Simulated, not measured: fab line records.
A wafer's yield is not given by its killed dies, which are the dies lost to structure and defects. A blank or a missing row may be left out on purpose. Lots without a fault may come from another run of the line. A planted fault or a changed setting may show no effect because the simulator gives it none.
Which tool was responsible? | flow sky130 | 14 lots with 42 wafers sampled at 2 steps, on a route of 708 steps

== WHAT EACH GAUGE READ, for each wafer ==
SKY_CAP2M_RS_MEAS_03: a four-point-probe measurement.
lot  | measured     | on            | CAP2M_TIN_RS (ohm/sq)
L397 | day 40 17:44 | film-metro-01 | 6.86 6.90 6.88
L398 | day 41 04:13 | film-metro-04 | 6.87 6.92 6.96
L401 | day 42 00:08 | film-metro-02 | 6.94 6.93 6.94
L402 | day 42 02:43 | film-metro-01 | 6.87 6.85 6.85
L404 | day 42 22:17 | film-metro-04 | 6.91 6.92 6.83
L408 | day 43 22:45 | film-metro-02 | 6.94 6.94 6.97
L413 | day 45 10:32 | film-metro-01 | 6.88 6.90 6.89
L414 | day 45 16:29 | film-metro-01 | 6.91 6.86 6.91
L415 | day 45 17:49 | film-metro-01 | 6.95 7.06 7.07
L416 | day 45 20:55 | film-metro-04 | 7.01 6.92 6.95
L417 | day 46 03:53 | film-metro-01 | 6.98 6.94 6.99
L418 | day 46 12:46 | film-metro-04 | 6.92 6.89 6.88
L419 | day 46 13:16 | film-metro-04 | 6.83 6.89 6.81
L420 | day 46 17:41 | film-metro-01 | 6.79 6.85 6.81

SKY_CAP2M_OVL_MEAS_12.
lot  | measured     | on         | CAP2M_OVL (nm)
L397 | day 41 18:24 | overlay-01 | -0.2 1.3 -0.2
L398 | day 42 04:37 | overlay-02 | -0.1 0.9 2.2
L401 | day 43 00:13 | overlay-02 | -0.1 0.0 -0.1
L402 | day 43 01:43 | overlay-02 | -0.3 1.2 -1.1
L404 | day 43 21:44 | overlay-02 | 3.8 0.8 2.2
L408 | day 44 20:46 | overlay-01 | -0.7 1.0 -0.7
L413 | day 46 08:21 | overlay-01 | 3.3 1.9 2.5
L414 | day 46 14:24 | overlay-02 | -0.6 -0.9 0.3
L415 | day 46 14:47 | overlay-01 | 1.4 1.6 0.8
L416 | day 46 18:24 | overlay-01 | 0.3 2.0 0.2
L417 | day 47 01:06 | overlay-02 | -0.4 0.1 0.4
L418 | day 47 08:57 | overlay-02 | -0.4 0.2 -0.9
L419 | day 47 09:55 | overlay-02 | 1.2 2.9 -0.1
L420 | day 47 14:09 | overlay-01 | -1.7 0.4 0.6

== EACH LOT AND THE TOOL THAT RAN IT (in order: tool; ch and the chambers of the sampled wafers; start) ==
No process step before these readings appears in the record.

== WHAT THE TOOLS THEMSELVES READ (means of the sampled wafers that have a number; where no wafer has one, the mark that the record gives instead) ==
The record holds no such reading with a usual standard deviation.

== THE ANSWER, worked out from the rows above alone ==
Rule: the usual values come from the lots themselves. Put in order of their means at a reading, lots are off if they are a third of the lots or fewer, leave a main group of 4 or more, and stand apart from it by a gap of 3 or more times the standard deviation of the main group's means; of several such gaps the widest counts. A main group is skipped when, at the precision printed for the reading in the tables above, its means are all equal. Also off: a lot with no number at a reading for which 4 or more lots have one. Where the step has rows for the other lots, those lots are counted as sound. After the gauges, taken in route order, come the tools' own readings; for these a lot's mean is taken, as printed above. The first step at which some lot is off is used, and at that step the reading that is off furthest; a lot without a number counts as furthest.
No lot is off at any reading shown: from this, nothing can be told.

== WHAT HAD BEEN PUT IN BY THE SIMULATOR ==
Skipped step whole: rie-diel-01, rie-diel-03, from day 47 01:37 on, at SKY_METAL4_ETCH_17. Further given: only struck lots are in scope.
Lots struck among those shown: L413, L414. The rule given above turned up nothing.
